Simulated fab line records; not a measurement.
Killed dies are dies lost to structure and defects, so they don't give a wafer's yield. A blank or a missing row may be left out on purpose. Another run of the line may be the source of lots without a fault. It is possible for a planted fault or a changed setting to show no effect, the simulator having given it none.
Which tool did it? :: flow gf180mcu :: Sampling: 14 lots, 42 wafers, 6 of 602 route steps

== WHAT THE GAUGES READ, wafer by wafer ==
GF_PSD_TW_MEAS_11.
lot: L666
measured: day 14 05:07
on: film metro-01
PSD_TW: 3196 3176 3173

lot: L667
measured: day 14 14:59
on: film metro-03
PSD_TW: 3206 3204 3198

lot: L668
measured: day 14 22:34
on: film metro-02
PSD_TW: 3181 3157 3181

lot: L671
measured: day 15 17:42
on: film metro-01
PSD_TW: 30 30 30

lot: L672
measured: day 16 06:58
on: film metro-01
PSD_TW: 30 30 30

lot: L678
measured: day 18 14:37
on: film metro-01
PSD_TW: 3188 3158 3180

lot: L679
measured: day 19 07:40
on: film metro-01
PSD_TW: 3184 3181 3181

lot: L680
measured: day 19 08:59
on: film metro-01
PSD_TW: 3172 3196 3186

lot: L683
measured: day 20 07:02
on: film metro-01
PSD_TW: 3172 3179 3175

lot: L684
measured: day 20 12:43
on: film metro-02
PSD_TW: 3148 3176 3158

lot: L685
measured: day 20 20:34
on: film metro-01
PSD_TW: 3185 3179 3191

lot: L687
measured: day 21 16:56
on: film metro-02
PSD_TW: 3171 3171 3168

lot: L688
measured: day 22 00:23
on: film metro-01
PSD_TW: 3199 3211 3198

lot: L689
measured: day 22 11:07
on: film metro-01
PSD_TW: 3174 3194 3188

GF_V1_CD_MEAS_14 targets a cd of 260 nm.
lot: L666
measured: day 18 03:36
on: cd sem-02
cd nm (nm): 259.7 258.9 259.9

lot: L667
measured: day 18 14:33
on: cd sem-02
cd nm (nm): 259.3 259.1 258.8

lot: L668
measured: day 18 22:51
on: cd sem-02
cd nm (nm): 261.2 260.6 261.3

lot: L671
measured: day 19 20:02
on: cd sem-02
cd nm (nm): 261.3 261.3 260.7

lot: L672
measured: day 20 10:40
on: cd sem-02
cd nm (nm): 260.8 260.4 259.7

lot: L678
measured: day 22 18:27
on: cd sem-01
cd nm (nm): 258.8 258.6 257.3

lot: L679
measured: day 23 10:34
on: cd sem-02
cd nm (nm): 258.7 258.2 259.2

lot: L680
measured: day 23 11:21
on: cd sem-02
cd nm (nm): 259.2 260.4 260.7

lot: L683
measured: day 24 07:50
on: cd sem-01
cd nm (nm): 260.2 260.2 260.0

lot: L684
measured: day 24 14:21
on: cd sem-02
cd nm (nm): 260.0 260.4 261.1

lot: L685
measured: day 24 20:00
on: cd sem-01
cd nm (nm): 261.0 260.5 259.9

lot: L687
measured: day 25 15:01
on: cd sem-02
cd nm (nm): 260.3 260.5 259.9

lot: L688
measured: day 25 23:33
on: cd sem-01
cd nm (nm): 260.9 260.4 261.2

lot: L689
measured: day 26 07:58
on: cd sem-02
cd nm (nm): 258.7 259.9 259.2

== WHICH TOOL RAN EACH LOT (tool, then ch and the chambers of the sampled wafers, then the start) ==
lot: L666
GF_NSD_STRIP_11: plasma asher-01 ch 1, day 13 08:38
GF_PSD_STRIP_10: plasma asher-04 ch 0,1, day 14 05:01
GF_SALICIDE_SPUTTER_03: pvd sputter-02, day 15 02:46
GF_CONTACT_ETCH_17: rie diel-02 ch 0,3, day 18 03:36 or earlier

lot: L667
GF_NSD_STRIP_11: plasma asher-01 ch 0,1, day 13 18:10
GF_PSD_STRIP_10: plasma asher-03 ch 0,1, day 14 14:53
GF_SALICIDE_SPUTTER_03: pvd sputter-02, day 15 12:52
GF_CONTACT_ETCH_17: rie diel-04 ch 0,1, day 18 14:33 or earlier

lot: L668
GF_NSD_STRIP_11: plasma asher-02 ch 0,1, day 14 00:53
GF_PSD_STRIP_10: plasma asher-03 ch 0, day 14 22:28
GF_SALICIDE_SPUTTER_03: pvd sputter-02, day 15 20:52
GF_CONTACT_ETCH_17: rie diel-01 ch 0,1, day 18 22:51 or earlier

lot: L671
GF_NSD_STRIP_11: plasma asher-01 ch 0,1, day 14 20:49
GF_PSD_STRIP_10: plasma asher-03 ch 0,1, day 15 17:37
GF_SALICIDE_SPUTTER_03: pvd sputter-02, day 16 16:44
GF_CONTACT_ETCH_17: rie diel-04 ch 1,2,3, day 19 20:02 or earlier

lot: L672
GF_NSD_STRIP_11: plasma asher-01 ch 0,1, day 15 08:20
GF_PSD_STRIP_10: plasma asher-04 ch 0,1, day 16 06:52
GF_SALICIDE_SPUTTER_03: pvd sputter-02, day 17 06:34
GF_CONTACT_ETCH_17: rie diel-02 ch 2,3, day 20 10:40 or earlier

lot: L678
GF_NSD_STRIP_11: plasma asher-01 ch 0,1, day 17 14:05
GF_PSD_STRIP_10: plasma asher-04 ch 0,1, day 18 14:30
GF_SALICIDE_SPUTTER_03: pvd sputter-01, day 19 15:38
GF_CONTACT_ETCH_17: rie diel-04 ch 2,3, day 22 18:27 or earlier

lot: L679
GF_NSD_STRIP_11: plasma asher-02 ch 0,1, day 18 07:07
GF_PSD_STRIP_10: plasma asher-04 ch 0, day 19 07:34
GF_SALICIDE_SPUTTER_03: pvd sputter-04, day 20 08:18
GF_CONTACT_ETCH_17: rie diel-01 ch 0,3, day 23 10:34 or earlier

lot: L680
GF_NSD_STRIP_11: plasma asher-01 ch 0, day 18 08:17
GF_PSD_STRIP_10: plasma asher-04 ch 0,1, day 19 08:53
GF_SALICIDE_SPUTTER_03: pvd sputter-01, day 20 09:22
GF_CONTACT_ETCH_17: rie diel-04 ch 1,2, day 23 11:21 or earlier

lot: L683
GF_NSD_STRIP_11: plasma asher-03 ch 0,1, day 19 06:35
GF_PSD_STRIP_10: plasma asher-04 ch 0,1, day 20 06:56
GF_SALICIDE_SPUTTER_03: pvd sputter-02, day 21 08:01
GF_CONTACT_ETCH_17: rie diel-02 ch 0,1,2, day 24 07:50 or earlier

lot: L684
GF_NSD_STRIP_11: plasma asher-03 ch 0,1, day 19 11:58
GF_PSD_STRIP_10: plasma asher-04 ch 0,1, day 20 12:37
GF_SALICIDE_SPUTTER_03: pvd sputter-01, day 21 13:12
GF_CONTACT_ETCH_17: rie diel-02 ch 0,2,3, day 24 14:21 or earlier

lot: L685
GF_NSD_STRIP_11: plasma asher-01 ch 0,1, day 19 20:08
GF_PSD_STRIP_10: plasma asher-03 ch 0,1, day 20 20:28
GF_SALICIDE_SPUTTER_03: pvd sputter-01, day 21 21:03
GF_CONTACT_ETCH_17: rie diel-01 ch 2,3, day 24 20:00 or earlier

lot: L687
GF_NSD_STRIP_11: plasma asher-01 ch 0,1, day 20 16:38
GF_PSD_STRIP_10: plasma asher-03 ch 0,1, day 21 16:50
GF_SALICIDE_SPUTTER_03: pvd sputter-01, day 22 16:59
GF_CONTACT_ETCH_17: rie diel-02 ch 0,2,3, day 25 15:01 or earlier

lot: L688
GF_NSD_STRIP_11: plasma asher-02 ch 0, day 21 00:44
GF_PSD_STRIP_10: plasma asher-03 ch 1, day 22 00:17
GF_SALICIDE_SPUTTER_03: pvd sputter-04, day 23 02:02
GF_CONTACT_ETCH_17: rie diel-01 ch 0,3, day 25 23:33 or earlier

lot: L689
GF_NSD_STRIP_11: plasma asher-01 ch 0,1, day 21 11:53
GF_PSD_STRIP_10: plasma asher-03 ch 0,1, day 22 11:00
GF_SALICIDE_SPUTTER_03: pvd sputter-01, day 23 10:41
GF_CONTACT_ETCH_17: rie diel-01 ch 1,2,3, day 26 07:58 or earlier
- GF_NSD_STRIP_11: strips in O2/N2.
- GF_PSD_STRIP_10: strips in O2/N2.
- GF_SALICIDE_SPUTTER_03: material TiN, target thk 20 nm, time 16.7 s.
- GF_CONTACT_ETCH_17: etches SiO2 in C4F8/O2/Ar, stops on CoSi2, target depth 860 nm.

== WHAT THE TOOLS THEMSELVES READ (means of the sampled wafers that have a number; where no wafer has one, the mark that the record gives instead) ==
GF_NSD_STRIP_11.
lot: L666
tool: plasma asher-01
chamber pressure mTorr (mTorr): 1500.2
drypump motor current A (A): 5.1
heater power w (W): 363
o2 flow sccm (sccm): 2999
oes product au (a.u.): 0.485
strip time to endpoint s (s): 22.96

lot: L667
tool: plasma asher-01
chamber pressure mTorr (mTorr): 1501.3
drypump motor current A (A): 5.1
heater power w (W): 358
o2 flow sccm (sccm): 3006
oes product au (a.u.): 0.492
strip time to endpoint s (s): 22.96

lot: L668
tool: plasma asher-02
chamber pressure mTorr (mTorr): 1499.7
drypump motor current A (A): 5.8
heater power w (W): 321
o2 flow sccm (sccm): 2993
oes product au (a.u.): 0.487
strip time to endpoint s (s): 22.99

lot: L671
tool: plasma asher-01
chamber pressure mTorr (mTorr): -
drypump motor current A (A): -
heater power w (W): -
o2 flow sccm (sccm): -
oes product au (a.u.): -
strip time to endpoint s (s): -

lot: L672
tool: plasma asher-01
chamber pressure mTorr (mTorr): -
drypump motor current A (A): -
heater power w (W): -
o2 flow sccm (sccm): -
oes product au (a.u.): -
strip time to endpoint s (s): -

lot: L678
tool: plasma asher-01
chamber pressure mTorr (mTorr): 1500.7
drypump motor current A (A): 5.1
heater power w (W): 357
o2 flow sccm (sccm): 2997
oes product au (a.u.): 0.487
strip time to endpoint s (s): 22.95

lot: L679
tool: plasma asher-02
chamber pressure mTorr (mTorr): 1502.1
drypump motor current A (A): 5.8
heater power w (W): 317
o2 flow sccm (sccm): 2996
oes product au (a.u.): 0.489
strip time to endpoint s (s): 22.94

lot: L680
tool: plasma asher-01
chamber pressure mTorr (mTorr): 1497.2
drypump motor current A (A): 5.2
heater power w (W): 350
o2 flow sccm (sccm): 3007
oes product au (a.u.): 0.489
strip time to endpoint s (s): 22.98

lot: L683
tool: plasma asher-03
chamber pressure mTorr (mTorr): 1499.8
drypump motor current A (A): 5.9
heater power w (W): 330
o2 flow sccm (sccm): 3000
oes product au (a.u.): 0.483
strip time to endpoint s (s): 22.98

lot: L684
tool: plasma asher-03
chamber pressure mTorr (mTorr): 1500.7
drypump motor current A (A): 5.7
heater power w (W): 337
o2 flow sccm (sccm): 2998
oes product au (a.u.): 0.483
strip time to endpoint s (s): 22.95

lot: L685
tool: plasma asher-01
chamber pressure mTorr (mTorr): 1499.6
drypump motor current A (A): 5.1
heater power w (W): 357
o2 flow sccm (sccm): 3010
oes product au (a.u.): 0.488
strip time to endpoint s (s): 23.00

lot: L687
tool: plasma asher-01
chamber pressure mTorr (mTorr): 1500.1
drypump motor current A (A): 5.2
heater power w (W): 344
o2 flow sccm (sccm): 2999
oes product au (a.u.): 0.488
strip time to endpoint s (s): 23.00

lot: L688
tool: plasma asher-02
chamber pressure mTorr (mTorr): 1500.5
drypump motor current A (A): 5.4
heater power w (W): 318
o2 flow sccm (sccm): 2999
oes product au (a.u.): 0.482
strip time to endpoint s (s): 23.02

lot: L689
tool: plasma asher-01
chamber pressure mTorr (mTorr): 1499.9
drypump motor current A (A): 5.1
heater power w (W): 359
o2 flow sccm (sccm): 3000
oes product au (a.u.): 0.490
strip time to endpoint s (s): 22.94

GF_PSD_STRIP_10.
lot: L666
tool: plasma asher-04
chamber pressure mTorr (mTorr): 1500.1
drypump motor current A (A): 5.1
heater power w (W): 310
o2 flow sccm (sccm): 2992
oes product au (a.u.): 0.590
strip time to endpoint s (s): 16.57

lot: L667
tool: plasma asher-03
chamber pressure mTorr (mTorr): 1499.8
drypump motor current A (A): 5.6
heater power w (W): 335
o2 flow sccm (sccm): 3004
oes product au (a.u.): 0.591
strip time to endpoint s (s): 16.51

lot: L668
tool: plasma asher-03
chamber pressure mTorr (mTorr): 1500.3
drypump motor current A (A): 6.1
heater power w (W): 319
o2 flow sccm (sccm): 3010
oes product au (a.u.): 0.594
strip time to endpoint s (s): 16.51

lot: L671
tool: plasma asher-03
chamber pressure mTorr (mTorr): 1498.7
drypump motor current A (A): 5.7
heater power w (W): 336
o2 flow sccm (sccm): 2999
oes product au (a.u.): 0.655
strip time to endpoint s (s): 31.46

lot: L672
tool: plasma asher-04
chamber pressure mTorr (mTorr): 1499.9
drypump motor current A (A): 5.0
heater power w (W): 314
o2 flow sccm (sccm): 3000
oes product au (a.u.): 0.658
strip time to endpoint s (s): 31.56

lot: L678
tool: plasma asher-04
chamber pressure mTorr (mTorr): 1500.0
drypump motor current A (A): 5.0
heater power w (W): 314
o2 flow sccm (sccm): 2993
oes product au (a.u.): 0.592
strip time to endpoint s (s): 16.53

lot: L679
tool: plasma asher-04
chamber pressure mTorr (mTorr): 1500.2
drypump motor current A (A): 5.5
heater power w (W): 323
o2 flow sccm (sccm): 3000
oes product au (a.u.): 0.590
strip time to endpoint s (s): 16.58

lot: L680
tool: plasma asher-04
chamber pressure mTorr (mTorr): 1501.7
drypump motor current A (A): 5.3
heater power w (W): 315
o2 flow sccm (sccm): 2997
oes product au (a.u.): 0.586
strip time to endpoint s (s): 16.56

lot: L683
tool: plasma asher-04
chamber pressure mTorr (mTorr): 1498.9
drypump motor current A (A): 5.1
heater power w (W): 311
o2 flow sccm (sccm): 2993
oes product au (a.u.): 0.593
strip time to endpoint s (s): 16.52

lot: L684
tool: plasma asher-04
chamber pressure mTorr (mTorr): 1499.5
drypump motor current A (A): 5.3
heater power w (W): 318
o2 flow sccm (sccm): 3005
oes product au (a.u.): 0.591
strip time to endpoint s (s): 16.53

lot: L685
tool: plasma asher-03
chamber pressure mTorr (mTorr): 1499.0
drypump motor current A (A): 5.7
heater power w (W): 335
o2 flow sccm (sccm): 2988
oes product au (a.u.): 0.592
strip time to endpoint s (s): 16.55

lot: L687
tool: plasma asher-03
chamber pressure mTorr (mTorr): 1500.8
drypump motor current A (A): 5.6
heater power w (W): 335
o2 flow sccm (sccm): 3001
oes product au (a.u.): 0.596
strip time to endpoint s (s): 16.52

lot: L688
tool: plasma asher-03
chamber pressure mTorr (mTorr): 1499.6
drypump motor current A (A): 5.5
heater power w (W): 340
o2 flow sccm (sccm): 3003
oes product au (a.u.): 0.592
strip time to endpoint s (s): 16.57

lot: L689
tool: plasma asher-03
chamber pressure mTorr (mTorr): 1500.8
drypump motor current A (A): 5.7
heater power w (W): 332
o2 flow sccm (sccm): 3006
oes product au (a.u.): 0.592
strip time to endpoint s (s): 16.58

GF_SALICIDE_SPUTTER_03.
lot: L666
tool: pvd sputter-02
throttle valve pct (%): 31.5

lot: L667
tool: pvd sputter-02
throttle valve pct (%): 31.6

lot: L668
tool: pvd sputter-02
throttle valve pct (%): 31.6

lot: L671
tool: pvd sputter-02
throttle valve pct (%): 31.1

lot: L672
tool: pvd sputter-02
throttle valve pct (%): 30.8

lot: L678
tool: pvd sputter-01
throttle valve pct (%): 30.5

lot: L679
tool: pvd sputter-04
throttle valve pct (%): 30.1

lot: L680
tool: pvd sputter-01
throttle valve pct (%): 30.7

lot: L683
tool: pvd sputter-02
throttle valve pct (%): 31.1

lot: L684
tool: pvd sputter-01
throttle valve pct (%): 30.8

lot: L685
tool: pvd sputter-01
throttle valve pct (%): 30.8

lot: L687
tool: pvd sputter-01
throttle valve pct (%): 30.8

lot: L688
tool: pvd sputter-04
throttle valve pct (%): 29.7

lot: L689
tool: pvd sputter-01
throttle valve pct (%): 31.0

GF_CONTACT_ETCH_17.
lot: L666
tool: rie diel-02
oes product au (a.u.): 0.814

lot: L667
tool: rie diel-04
oes product au (a.u.): 0.812

lot: L668
tool: rie diel-01
oes product au (a.u.): 0.814

lot: L671
tool: rie diel-04
oes product au (a.u.): 0.812

lot: L672
tool: rie diel-02
oes product au (a.u.): 0.823

lot: L678
tool: rie diel-04
oes product au (a.u.): 0.814

lot: L679
tool: rie diel-01
oes product au (a.u.): 0.811

lot: L680
tool: rie diel-04
oes product au (a.u.): 0.816

lot: L683
tool: rie diel-02
oes product au (a.u.): 0.818

lot: L684
tool: rie diel-02
oes product au (a.u.): 0.812

lot: L685
tool: rie diel-01
oes product au (a.u.): 0.815

lot: L687
tool: rie diel-02
oes product au (a.u.): 0.816

lot: L688
tool: rie diel-01
oes product au (a.u.): 0.814

lot: L689
tool: rie diel-01
oes product au (a.u.): 0.819

== THE ANSWER, worked out from the rows above alone ==
Rule: usual is defined by the lots themselves. Put in order of their means at a reading, lots are off if they are a third of the lots or fewer, leave a main group of 4 or more, and stand apart from it by a gap of 3 or more times the standard deviation of the main group's means; of several such gaps the widest counts. A main group is skipped when, at the precision printed for the reading in the tables above, its means are all equal. A lot without any number at a reading at which 4 lots or more have one is off too. Any other lot the step has rows for is counted as sound. First the gauges in route order, then the tools' own readings, where a lot's mean is used as printed above. At the first step where some lot is off, the reading lying furthest off is the one used; lots without a number count as furthest.
Off: at GF_PSD_TW_MEAS_11 (PSD_TW), L671, L672. Main group: mean 3182, sd 12.
If a tool, at a process step before that reading, ran all the lots that are off and no sound lot after the first of them, it fits. Not tried: the gauges at GF_PSD_TW_MEAS_11; whatever is off there is also off at GF_NSD_STRIP_11, on other tools, and gauge error can't account for it. None of those tried fits.

== WHAT THE SIMULATOR HAD PUT IN ==
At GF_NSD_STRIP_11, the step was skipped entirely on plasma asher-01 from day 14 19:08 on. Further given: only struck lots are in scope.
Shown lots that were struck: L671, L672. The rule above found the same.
